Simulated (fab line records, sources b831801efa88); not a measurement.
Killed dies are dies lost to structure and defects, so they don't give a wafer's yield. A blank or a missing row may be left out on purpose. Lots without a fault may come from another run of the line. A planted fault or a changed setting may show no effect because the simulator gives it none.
Which tool did it? | flow gf180mcu | 7 lots, 21 wafers sampled, at 1 step of a route of 602

WHAT THE GAUGES READ, wafer by wafer
GF_V2_OVL_MEAS_15.
lot  | measured     | on         | V2_OVL (nm)
L190 | day 21 01:41 | overlay-02 | -3 -1 -4
L192 | day 22 07:13 | overlay-01 | -3 -10 -6
L195 | day 23 02:14 | overlay-01 | 0 -11 3
L203 | day 25 14:49 | overlay-01 | 5 4 1
L206 | day 26 13:49 | overlay-01 | -1 -2 -2
L208 | day 27 04:47 | overlay-02 | -12 -11 -18
L210 | day 27 16:42 | overlay-02 | 0 -4 3

WHICH TOOL RAN EACH LOT (tool, then ch and the chambers of the sampled wafers, then the start)
The record holds no process step before these readings.

THE ANSWER, worked out from the rows above alone
Rule: what is usual is taken from the lots themselves. Put in order of their means at a reading, lots are off if they are a third of the lots or fewer, leave a main group of 4 or more, and stand apart from it by a gap of 3 or more times the standard deviation of the main group's means; of several such gaps the widest counts. A main group whose means are all the same, to the digits that the tables above print for the reading, isn't used. A lot without any number at a reading at which 4 lots or more have one is off too. The other lots that the step has rows for count as sound.
No lot is off at any reading shown: from this, nothing can be told.

WHAT THE SIMULATOR HAD PUT IN
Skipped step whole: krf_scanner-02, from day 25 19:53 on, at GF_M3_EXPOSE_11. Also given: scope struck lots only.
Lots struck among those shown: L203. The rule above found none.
